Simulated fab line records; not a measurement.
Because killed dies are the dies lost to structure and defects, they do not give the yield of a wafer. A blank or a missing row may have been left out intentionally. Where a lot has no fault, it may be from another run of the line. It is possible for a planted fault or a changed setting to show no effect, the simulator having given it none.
fab line records | flow sky130
[record] lots = 10 | wafers = 30 | last_day = 50
route steps=708 shown METAL1@435 VIA1@461 VIA2@529 CAPM@539 PAD_OPEN@708
lots that met no fault: taken from a fault-free run of the same line
start_h: hours from the record's first day to the start of the lot's first wafer shown | wait_h: how many hours have passed since the lot's step before this one | " same as the row above | L1.1+2: one row covering several wafers at once | - no value, or no start was given | * or withheld: withheld | < > ~ a bound
route shown NAME@n: names a module that has steps shown in the file, with the first one's number in the route | usual: the fault-free wafers' mean and standard deviation | same: alike in all rows | chamber/n: place in a boat | sites: readings site by site | _std_site: standard deviation across them | _edge_site: inner sites' mean taken away from outer sites' mean | radius_mm: for every site, how far away it sits from the centre of the wafer | mask NAME#n: copy n | behind: the last tool/chamber to shape the wafer | hold: what put the lot on hold/how long, in hours/how the hold closed | device: names the non-switching transistor (n, p or np) | end of line: tests run on the same wafers once the route is complete | for a step that has no rows: nothing shown but its recipe | killed: dies lost to structure and defects at the first sort, not the wafer's yield | map: a wafer's dies, marking killed ones x, the rest . and places with no die _
set.NAME: the run value of the setting; set.NAME@STEP: its run value at that earlier step | model.NAME: the simulator's own value behind a step, which no gauge read
route steps across a sampled set of lots; one table per step, one row per wafer
services: when a tool's chamber went out of use (start_h, in hours from the record's first day, below 0 if earlier), for how many hours, and the reason
[[steps]]
[step SKY_METAL1_SPUTTER_01]
[recipe] material = TiN | target_thk_nm = 20 | power_w = 6500 | time_s = 16.7 | chamber_pressure_pa = 0.4
[usual] cathode_dc_power_W = 6500.1/1.2 | throttle_valve_pct = 30.0/1.1
lot.wafer | tool           | chamber | start_h | wait_h | cathode_dc_power_W | throttle_valve_pct
L260.3    | pvd_sputter-03 | -       | 754.29  | 0.0    | 6500.3             | 28.5
L260.4    | "              | -       | "       | "      | 6499.1             | 31.3
L260.6    | "              | -       | "       | "      | 6498.1             | 31.1
L262.2    | pvd_sputter-02 | -       | 760.19  | 0.0    | 6499.6             | 29.0
L262.5    | "              | -       | "       | "      | 6498.8             | 29.0
L262.6    | "              | -       | "       | "      | 6499.7             | 31.8
L264.3    | pvd_sputter-04 | -       | 786.25  | 0.0    | 6499.0             | 29.4
L264.4    | "              | -       | "       | "      | 6498.3             | 30.9
L264.6    | "              | -       | "       | "      | 6500.4             | 29.2
L265.1    | pvd_sputter-04 | -       | 789.15  | 0.0    | 6499.6             | 29.2
L265.3    | "              | -       | "       | "      | 6501.5             | 30.9
L265.5    | "              | -       | "       | "      | 6501.6             | 30.8
L266.1    | pvd_sputter-02 | -       | 795.36  | 0.0    | 6499.7             | 29.0
L266.3    | "              | -       | "       | "      | 6498.4             | 31.9
L266.5    | "              | -       | "       | "      | 6498.9             | 29.2
L268.1    | pvd_sputter-03 | -       | 805.19  | 0.0    | 6498.2             | 28.7
L268.2    | "              | -       | "       | "      | 6498.7             | 29.3
L268.6    | "              | -       | "       | "      | 6502.5             | 29.4
L270.1    | pvd_sputter-02 | -       | 821.79  | 0.0    | 6500.6             | 31.9
L270.5    | "              | -       | "       | "      | 6501.9             | 32.1
L270.6    | "              | -       | "       | "      | 6500.0             | 29.1
L278.1    | pvd_sputter-03 | -       | 889.92  | 0.0    | 6499.2             | 29.3
L278.2    | "              | -       | "       | "      | 6500.5             | 30.9
L278.6    | "              | -       | "       | "      | 6499.9             | 31.3
L279.1    | pvd_sputter-02 | -       | 904.45  | 0.0    | 6499.4             | 29.1
L279.4    | "              | -       | "       | "      | 6499.8             | 31.7
L279.6    | "              | -       | "       | "      | 6498.8             | 29.0
L281.3    | pvd_sputter-02 | -       | 907.42  | 0.0    | 6499.5             | 31.7
L281.5    | "              | -       | "       | "      | 6500.9             | 28.9
L281.6    | "              | -       | "       | "      | 6500.4             | 28.9
[step SKY_VIA1_BOW_MEAS_03]
[recipe] mode = bow
[usual] VIA1_BOW = 81/7.9
lot.wafer | tool          | chamber | start_h | wait_h | VIA1_BOW[um]
L260.3    | film_metro-04 | -       | 783.08  | 0.2    | 70
L260.4    | "             | -       | "       | "      | 79
L260.6    | "             | -       | "       | "      | 85
L262.2    | film_metro-04 | -       | 788.25  | 0.1    | 78
L262.5    | "             | -       | "       | "      | 71
L262.6    | "             | -       | "       | "      | 74
L264.3    | film_metro-04 | -       | 814.43  | 0.2    | 78
L264.4    | "             | -       | "       | "      | 76
L264.6    | "             | -       | "       | "      | 70
L265.1    | film_metro-01 | -       | 816.89  | 0.1    | 74
L265.3    | "             | -       | "       | "      | 68
L265.5    | "             | -       | "       | "      | 87
L266.1    | film_metro-04 | -       | 822.94  | 0.1    | 86
L266.3    | "             | -       | "       | "      | 89
L266.5    | "             | -       | "       | "      | 89
L268.1    | film_metro-01 | -       | 833.27  | 0.2    | 79
L268.2    | "             | -       | "       | "      | 70
L268.6    | "             | -       | "       | "      | 78
L270.1    | film_metro-01 | -       | 849.52  | 0.2    | 86
L270.5    | "             | -       | "       | "      | 80
L270.6    | "             | -       | "       | "      | 88
L278.1    | film_metro-01 | -       | 916.04  | 0.1    | 71
L278.2    | "             | -       | "       | "      | 79
L278.6    | "             | -       | "       | "      | 74
L279.1    | film_metro-03 | -       | 930.83  | 0.2    | 88
L279.4    | "             | -       | "       | "      | 79
L279.6    | "             | -       | "       | "      | 95
L281.3    | film_metro-03 | -       | 933.47  | 0.1    | 90
L281.5    | "             | -       | "       | "      | 80
L281.6    | "             | -       | "       | "      | 77
[step SKY_VIA2_RS_MEAS_22]
[recipe] thk_meas_gauge = four-point-probe | reads = W_of_VIA2_CVD_21+TiN_of_VIA2_SPUTTER_20
[usual] VIA2_W_RS = 0.2735/0.0022
lot.wafer | tool          | chamber | start_h | wait_h | VIA2_W_RS[ohm/sq]
L260.3    | film_metro-04 | -       | 864.82  | 0.1    | 0.2729
L260.4    | "             | -       | "       | "      | 0.2754
L260.6    | "             | -       | "       | "      | 0.2707
L262.2    | film_metro-04 | -       | 869.95  | 0.1    | 0.2742
L262.5    | "             | -       | "       | "      | 0.2722
L262.6    | "             | -       | "       | "      | 0.2727
L264.3    | film_metro-04 | -       | 896.01  | 0.1    | 0.2745
L264.4    | "             | -       | "       | "      | 0.2715
L264.6    | "             | -       | "       | "      | 0.2712
L265.1    | film_metro-04 | -       | 898.27  | 0.1    | 0.2745
L265.3    | "             | -       | "       | "      | 0.2721
L265.5    | "             | -       | "       | "      | 0.2754
L266.1    | film_metro-04 | -       | 903.29  | 0.1    | 0.2721
L266.3    | "             | -       | "       | "      | 0.2769
L266.5    | "             | -       | "       | "      | 0.2711
L268.1    | film_metro-02 | -       | 913.59  | 0.1    | 0.2789
L268.2    | "             | -       | "       | "      | 0.2737
L268.6    | "             | -       | "       | "      | 0.2762
L270.1    | film_metro-02 | -       | 929.65  | 0.1    | 0.2752
L270.5    | "             | -       | "       | "      | 0.2722
L270.6    | "             | -       | "       | "      | 0.2736
L278.1    | film_metro-04 | -       | 991.97  | 0.1    | 0.2678
L278.2    | "             | -       | "       | "      | 0.2697
L278.6    | "             | -       | "       | "      | 0.2740
L279.1    | film_metro-02 | -       | 1007.83 | 0.1    | 0.2744
L279.4    | "             | -       | "       | "      | 0.2737
L279.6    | "             | -       | "       | "      | 0.2732
L281.3    | film_metro-01 | -       | 1008.71 | 0.2    | 0.2717
L281.5    | "             | -       | "       | "      | 0.2761
L281.6    | "             | -       | "       | "      | 0.2742
[step SKY_CAPM_SPUTTER_02]
[recipe] material = TiN | target_thk_nm = 200 | temp_c = 300 | power_w = 6500 | time_s = 166.7 | chamber_pressure_pa = 0.4
[usual] cathode_dc_power_W = 6500.3/1.1 | throttle_valve_pct = 30.2/1
lot.wafer | tool           | chamber | start_h | wait_h | cathode_dc_power_W | throttle_valve_pct
L260.3    | pvd_sputter-04 | -       | 865.49  | 0.0    | 6502.1             | 30.6
L260.4    | "              | -       | "       | "      | 6499.5             | 31.0
L260.6    | "              | -       | "       | "      | 6500.0             | 30.7
L262.2    | pvd_sputter-01 | -       | 870.65  | 0.0    | 6499.8             | 29.3
L262.5    | "              | -       | "       | "      | 6499.8             | 29.0
L262.6    | "              | -       | "       | "      | 6499.1             | 28.9
L264.3    | pvd_sputter-04 | -       | 896.69  | 0.0    | 6500.6             | 30.9
L264.4    | "              | -       | "       | "      | 6501.2             | 29.6
L264.6    | "              | -       | "       | "      | 6499.5             | 30.8
L265.1    | pvd_sputter-01 | -       | 898.98  | 0.1    | 6501.9             | 29.2
L265.3    | "              | -       | "       | "      | 6501.4             | 31.3
L265.5    | "              | -       | "       | "      | 6501.3             | 31.1
L266.1    | pvd_sputter-01 | -       | 904.00  | 0.1    | 6500.4             | 31.4
L266.3    | "              | -       | "       | "      | 6499.2             | 31.0
L266.5    | "              | -       | "       | "      | 6501.0             | 31.1
L268.1    | pvd_sputter-01 | -       | 914.30  | 0.1    | 6501.3             | 29.0
L268.2    | "              | -       | "       | "      | 6500.1             | 31.3
L268.6    | "              | -       | "       | "      | 6499.1             | 29.1
L270.1    | pvd_sputter-04 | -       | 930.37  | 0.1    | 6499.5             | 29.5
L270.5    | "              | -       | "       | "      | 6500.9             | 30.9
L270.6    | "              | -       | "       | "      | 6500.5             | 29.2
L278.1    | pvd_sputter-04 | -       | 992.69  | 0.1    | 10030              | 30.8
L278.2    | "              | -       | "       | "      | 6501.0             | 31.1
L278.6    | "              | -       | "       | "      | 6499.5             | 31.0
L279.1    | pvd_sputter-04 | -       | 1008.74 | 0.1    | 6500.8             | 30.6
L279.4    | "              | -       | "       | "      | 6498.6             | 29.5
L279.6    | "              | -       | "       | "      | 10032              | 31.2
L281.3    | pvd_sputter-02 | -       | 1009.39 | 0.0    | 6500.9             | 28.9
L281.5    | "              | -       | "       | "      | 6501.6             | 29.0
L281.6    | "              | -       | "       | "      | 6500.6             | 31.7
[step SKY_CAPM_RS_MEAS_03]
[recipe] thk_meas_gauge = four-point-probe | reads = TiN_of_CAPM_SPUTTER_02
[usual] CAPM_TIN_RS = 6.89/0.062
lot.wafer | tool          | chamber | start_h | wait_h | CAPM_TIN_RS[ohm/sq]
L260.3    | film_metro-02 | -       | 865.64  | 0.1    | 6.89
L260.4    | "             | -       | "       | "      | 6.92
L260.6    | "             | -       | "       | "      | 6.91
L262.2    | film_metro-02 | -       | 870.78  | 0.1    | 6.90
L262.5    | "             | -       | "       | "      | 6.92
L262.6    | "             | -       | "       | "      | 6.86
L264.3    | film_metro-03 | -       | 896.84  | 0.1    | 6.88
L264.4    | "             | -       | "       | "      | 6.83
L264.6    | "             | -       | "       | "      | 6.86
L265.1    | film_metro-03 | -       | 899.09  | 0.1    | 6.80
L265.3    | "             | -       | "       | "      | 6.80
L265.5    | "             | -       | "       | "      | 6.79
L266.1    | film_metro-03 | -       | 904.11  | 0.1    | 6.92
L266.3    | "             | -       | "       | "      | 6.93
L266.5    | "             | -       | "       | "      | 6.93
L268.1    | film_metro-04 | -       | 914.41  | 0.1    | 6.86
L268.2    | "             | -       | "       | "      | 6.89
L268.6    | "             | -       | "       | "      | 6.90
L270.1    | film_metro-02 | -       | 930.47  | 0.1    | 6.92
L270.5    | "             | -       | "       | "      | 6.96
L270.6    | "             | -       | "       | "      | 6.86
L278.1    | film_metro-03 | -       | 992.80  | 0.1    | 4.46
L278.2    | "             | -       | "       | "      | 7.04
L278.6    | "             | -       | "       | "      | 7.04
L279.1    | film_metro-02 | -       | 1008.84 | 0.1    | 6.91
L279.4    | "             | -       | "       | "      | 6.90
L279.6    | "             | -       | "       | "      | 4.44
L281.3    | film_metro-03 | -       | 1009.55 | 0.1    | 6.86
L281.5    | "             | -       | "       | "      | 6.87
L281.6    | "             | -       | "       | "      | 6.84
[step SKY_CAPM_THK_MEAS_04]
[recipe] thk_meas_gauge = xrf | reads = TiN_of_CAPM_SPUTTER_02
[usual] CAPM_TIN_THK = 200.6/2.5
lot.wafer | tool          | chamber | start_h | wait_h | CAPM_TIN_THK[nm]
L260.3    | film_metro-02 | -       | 865.74  | 0.1    | 202.0
L260.4    | "             | -       | "       | "      | 201.8
L260.6    | "             | -       | "       | "      | 200.9
L262.2    | film_metro-02 | -       | 870.89  | 0.1    | 200.5
L262.5    | "             | -       | "       | "      | 201.5
L262.6    | "             | -       | "       | "      | 203.6
L264.3    | film_metro-03 | -       | 896.94  | 0.1    | 199.3
L264.4    | "             | -       | "       | "      | 200.0
L264.6    | "             | -       | "       | "      | 199.9
L265.1    | film_metro-03 | -       | 899.21  | 0.1    | 200.6
L265.3    | "             | -       | "       | "      | 201.6
L265.5    | "             | -       | "       | "      | 201.6
L266.1    | film_metro-03 | -       | 904.23  | 0.1    | 197.7
L266.3    | "             | -       | "       | "      | 197.9
L266.5    | "             | -       | "       | "      | 198.0
L268.1    | film_metro-04 | -       | 914.53  | 0.1    | 201.4
L268.2    | "             | -       | "       | "      | 200.1
L268.6    | "             | -       | "       | "      | 199.7
L270.1    | film_metro-02 | -       | 930.59  | 0.1    | 202.2
L270.5    | "             | -       | "       | "      | 201.0
L270.6    | "             | -       | "       | "      | 203.1
L278.1    | film_metro-03 | -       | 992.92  | 0.1    | 303.9
L278.2    | "             | -       | "       | "      | 195.0
L278.6    | "             | -       | "       | "      | 195.2
L279.1    | film_metro-02 | -       | 1008.96 | 0.1    | 199.6
L279.4    | "             | -       | "       | "      | 201.0
L279.6    | "             | -       | "       | "      | 309.6
L281.3    | film_metro-03 | -       | 1009.65 | 0.1    | 199.0
L281.5    | "             | -       | "       | "      | 199.2
L281.6    | "             | -       | "       | "      | 200.3
[step SKY_CAPM_METAL_ETCH_13]
[recipe] target_depth_nm = 220 | stop_on = SiO2 | chemistry = Cl2/BCl3 | target = TiN | pressure_mtorr = 10 | icp_w = 900 | bias_w = 48.5 | Cl2_flow_sccm = 60 | bcl3_flow_sccm = 30 | time_s = 62.9
[usual] drypump_motor_current_A = 5.62/0.2 | oes_product_au = 0.943/0.0063 | rf_fwd_power_W = 893/3.6 | throttle_valve_pct = 21.900/0.009
lot.wafer | tool         | chamber | start_h | wait_h | drypump_motor_current_A | oes_product_au | rf_fwd_power_W | rf_hours_counter_h | throttle_valve_pct
L260.3    | rie_metal-02 | 1       | 890.19  | 0.0    | 5.65                    | 0.940          | 894            | -                  | 21.893
L260.4    | "            | 0       | "       | "      | 5.81                    | 0.938          | 893            | -                  | 21.893
L260.6    | "            | 0       | "       | "      | 5.79                    | 0.945          | 890            | -                  | 21.906
L262.2    | rie_metal-02 | 1       | 895.97  | 0.0    | 5.63                    | 0.939          | 896            | 8                  | 21.905
L262.5    | "            | 0       | "       | "      | 5.76                    | 0.942          | 889            | -                  | 21.896
L262.6    | "            | 1       | "       | "      | 5.62                    | 0.946          | 895            | -                  | 21.897
L264.3    | rie_metal-02 | 1       | 920.89  | 0.0    | 5.66                    | 0.939          | 896            | -                  | 21.902
L264.4    | "            | 0       | "       | "      | 5.76                    | 0.952          | 888            | -                  | 21.875
L264.6    | "            | 1       | "       | "      | 5.68                    | 0.944          | 897            | -                  | 21.890
L265.1    | rie_metal-02 | 1       | 923.47  | 0.0    | 5.66                    | 0.945          | 898            | 9                  | 21.892
L265.3    | "            | 1       | "       | "      | 5.64                    | 0.951          | 893            | -                  | 21.881
L265.5    | "            | 1       | "       | "      | 5.65                    | 0.959          | 897            | -                  | 21.898
L266.1    | rie_metal-01 | 1       | 928.37  | 0.0    | 5.79                    | 0.945          | 892            | 10                 | 21.904
L266.3    | "            | 1       | "       | "      | 5.78                    | 0.938          | 894            | -                  | 21.892
L266.5    | "            | 0       | "       | "      | 5.18                    | 0.944          | 897            | -                  | 21.886
L268.1    | rie_metal-02 | 0       | 938.67  | 0.0    | 5.76                    | 0.945          | 891            | 18                 | 21.906
L268.2    | "            | 1       | "       | "      | 5.63                    | 0.939          | 896            | 9                  | 21.906
L268.6    | "            | 1       | "       | "      | 5.64                    | 0.935          | 895            | -                  | 21.897
L270.1    | rie_metal-03 | 1       | 954.66  | 0.0    | 5.69                    | 0.937          | 890            | 12                 | 21.900
L270.5    | "            | 0       | "       | "      | 5.63                    | 0.940          | 888            | -                  | 21.888
L270.6    | "            | 1       | "       | "      | 5.72                    | 0.941          | 890            | -                  | 21.902
L278.1    | rie_metal-01 | 0       | 1015.17 | 0.0    | 5.20                    | 0.992          | 892            | 17                 | 21.873
L278.2    | "            | 1       | "       | "      | 5.79                    | 0.930          | 891            | 14                 | 21.912
L278.6    | "            | 0       | "       | "      | 5.18                    | 0.932          | 892            | -                  | 21.899
L279.1    | rie_metal-02 | 0       | 1031.77 | 0.0    | 5.79                    | 0.935          | 885            | 2                  | 21.890
L279.4    | "            | 0       | "       | "      | 5.80                    | 0.944          | 887            | -                  | 21.903
L279.6    | "            | 0       | "       | "      | 5.78                    | 1.001          | 888            | -                  | 21.859
L281.3    | rie_metal-01 | 1       | 1032.39 | 0.0    | 5.78                    | 0.942          | 889            | -                  | 21.920
L281.5    | "            | 0       | "       | "      | 5.21                    | 0.935          | 895            | -                  | 21.890
L281.6    | "            | 1       | "       | "      | 5.79                    | 0.941          | 892            | -                  | 21.891
[step SKY_PAD_OPEN_PROBE_99]
[usual] defect_limited_yield = 82.5/1.9 | killed_at_M0_to_M3 = 44/7.2 | killed_at_M4_up = 3.1/1.7 | killed_at_contacts = 25/5.1 | killed_at_front_end = 14/4.6 | killed_at_other = 0.3/0.59 | killed_dies = 86/9.6 | killed_open = 47/7.4 | killed_short = 39/6
[same] gross_dies = 492 | killed_at_back_side = 0
lot.wafer | tool      | chamber | start_h | wait_h | defect_limited_yield[%] | killed_at_M0_to_M3 | killed_at_M4_up | killed_at_contacts | killed_at_front_end | killed_at_other | killed_dies | killed_open | killed_short
L260.3    | prober-02 | -       | 1086.97 | 0.2    | 80.9                    | 45                 | 3               | 25                 | 20                  | 1               | 94          | 50          | 44
L260.4    | prober-02 | -       | 1087.02 | 0.2    | 81.9                    | 45                 | 3               | 30                 | 11                  | 0               | 89          | 51          | 38
L260.6    | prober-02 | -       | 1087.12 | 0.2    | 83.7                    | 37                 | 5               | 26                 | 12                  | 0               | 80          | 54          | 26
L268.1    | prober-02 | -       | 1125.80 | 0.1    | 82.1                    | 44                 | 2               | 32                 | 8                   | 2               | 88          | 48          | 40
L268.2    | prober-02 | -       | 1125.85 | 0.1    | 81.1                    | 53                 | 5               | 22                 | 13                  | 0               | 93          | 47          | 46
L268.6    | prober-02 | -       | 1126.05 | 0.2    | 80.5                    | 46                 | 1               | 24                 | 25                  | 0               | 96          | 52          | 44
L281.3    | prober-02 | -       | 1195.55 | 0.2    | 81.1                    | 48                 | 0               | 23                 | 21                  | 1               | 93          | 49          | 44
L281.5    | prober-02 | -       | 1195.65 | 0.2    | 82.1                    | 40                 | 3               | 32                 | 13                  | 0               | 88          | 52          | 36
L281.6    | prober-02 | -       | 1195.70 | 0.2    | 85.8                    | 39                 | 0               | 25                 | 6                   | 0               | 70          | 38          | 32
// killed by level:class
L260.3 VIA1:geometric_particle:open=12 FIELD_ISO:geometric_particle:short=9 CONTACT:geometric_particle:open=9 VIA3:geometric_particle:open=8 LI_CONTACT:geometric_particle:open=7 VIA2:geometric_particle:open=7 VIA3:geometric_particle:short=6 POLY_GATE:geometric_particle:short=4
L260.4 CONTACT:geometric_particle:open=13 VIA1:geometric_particle:open=10 VIA2:geometric_particle:open=10 CONTACT:geometric_particle:short=6 LI_CONTACT:geometric_particle:open=6 METAL1:geometric_particle:short=5 VIA1:geometric_particle:short=5 METAL2:geometric_particle:short=4
L260.6 VIA1:geometric_particle:open=13 CONTACT:geometric_particle:open=12 VIA2:geometric_particle:open=7 FIELD_ISO:geometric_particle:open=6 LI_CONTACT:geometric_particle:open=6 CONTACT:geometric_particle:short=4 METAL4:geometric_particle:short=4 VIA3:geometric_particle:open=4
L268.1 CONTACT:geometric_particle:open=13 VIA3:geometric_particle:open=8 METAL1:geometric_particle:short=7 VIA1:geometric_particle:open=6 VIA2:geometric_particle:open=6 LOCAL_INTERCONNECT:geometric_particle:short=5 CONTACT:geometric_particle:short=5 VIA3:geometric_particle:short=5
L268.2 VIA1:geometric_particle:open=14 VIA1:geometric_particle:short=8 METAL2:geometric_particle:short=7 LI_CONTACT:geometric_particle:open=7 POLY_GATE:geometric_particle:open=5 VIA2:geometric_particle:open=5 CONTACT:geometric_particle:open=5 METAL1:geometric_particle:short=5
L268.6 VIA1:geometric_particle:open=10 CONTACT:geometric_particle:short=9 FIELD_ISO:geometric_particle:open=7 METAL1:geometric_particle:short=6 POLY_GATE:geometric_particle:open=5 VIA3:geometric_particle:open=5 CONTACT:geometric_particle:open=5 FIELD_ISO:geometric_particle:short=4
L281.3 VIA1:geometric_particle:open=8 LI_CONTACT:geometric_particle:open=8 METAL1:geometric_particle:short=8 FIELD_ISO:geometric_particle:short=6 CONTACT:geometric_particle:open=6 VIA3:geometric_particle:open=6 VIA2:geometric_particle:open=6 LOCAL_INTERCONNECT:geometric_particle:short=5
L281.5 LI_CONTACT:geometric_particle:open=12 VIA1:geometric_particle:open=10 VIA2:geometric_particle:open=10 CONTACT:geometric_particle:open=9 POLY_GATE:geometric_particle:short=7 METAL1:geometric_particle:short=6 CONTACT:geometric_particle:short=5 LOCAL_INTERCONNECT:geometric_particle:short=4
L281.6 CONTACT:geometric_particle:open=10 METAL1:geometric_particle:short=9 VIA1:geometric_particle:open=7 VIA2:geometric_particle:open=6 METAL2:geometric_particle:short=5 LI_CONTACT:geometric_particle:open=4 LOCAL_INTERCONNECT:geometric_particle:short=4 LI_CONTACT:geometric_particle:short=3
[[services]]
tool           | chamber | start_h | hours | kind
pvd_sputter-04 | 3       | 735.86  | -     | consumable_replace:kit
pvd_sputter-04 | 3       | 735.86  | 18.0  | scheduled_down
pvd_sputter-04 | 3       | 735.86  | 18.0  | vent_cycle
rie_metal-03   | 1       | 807.25  | 12.8  | repair
rie_metal-01   | -       | 824.38  | 2.8   | pm
pvd_sputter-01 | -       | 827.98  | 10.1  | repair
rie_metal-01   | 0       | 841.92  | 1.0   | repair
pvd_sputter-01 | -       | 850.88  | 5.4   | repair
pvd_sputter-03 | -       | 862.52  | 24.1  | repair
pvd_sputter-02 | 3       | 870.05  | -     | consumable_replace:kit
rie_metal-03   | -       | 886.91  | 5.7   | repair
pvd_sputter-02 | -       | 911.20  | 1.0   | repair
rie_metal-03   | 1       | 926.56  | 4.8   | repair
pvd_sputter-03 | -       | 937.20  | 3.6   | repair
rie_metal-02   | -       | 950.38  | 5.2   | repair
pvd_sputter-01 | -       | 969.70  | 1.8   | repair
pvd_sputter-04 | 2       | 971.81  | -     | consumable_replace:kit
pvd_sputter-04 | 2       | 971.81  | 18.0  | scheduled_down
pvd_sputter-04 | 2       | 971.81  | 18.0  | vent_cycle
pvd_sputter-01 | -       | 974.84  | 60.0  | repair
rie_metal-02   | 0       | 978.26  | 2.7   | repair
pvd_sputter-04 | -       | 982.18  | 7.5   | repair
rie_metal-02   | -       | 1002.39 | 0.5   | repair
pvd_sputter-04 | -       | 1030.24 | 6.7   | repair
[[key]]
[first_sign] step = SKY_CAPM_SPUTTER_02 | reading = cathode_dc_power_W | direction = up | sigmas = 99+ | usual = 6500.3 | struck = 10031
[effect] step = SKY_CAPM_RS_MEAS_03 | reading = CAPM_TIN_RS | direction = down | sigmas = 39 | usual = 6.89 | struck = 4.45
[effect] step = SKY_CAPM_THK_MEAS_04 | reading = CAPM_TIN_THK | direction = up | sigmas = 42 | usual = 200.6 | struck = 306.7
[effect] step = SKY_CAPM_METAL_ETCH_13 | reading = oes_product_au | direction = up | sigmas = 8.6 | usual = 0.943 | struck = 0.997
met_at SKY_CAPM_SPUTTER_02
struck_lots L278,L279
struck_wafers L278.1,L279.6
not_acting_at SKY_METAL1_SPUTTER_01,SKY_VIA1_BOW_MEAS_03,SKY_VIA2_RS_MEAS_22
onset_between 865.49 992.69
[fault] kind = process_parameter_drift | tool = pvd_sputter-04 | chamber = - | onset_h = 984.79 | steps = SKY_CAPM_SPUTTER_02 | channel = power_w | offset = * | shape = step | end_h = 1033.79 | acts_in = * | stated = * | scope = struck_wafers_only
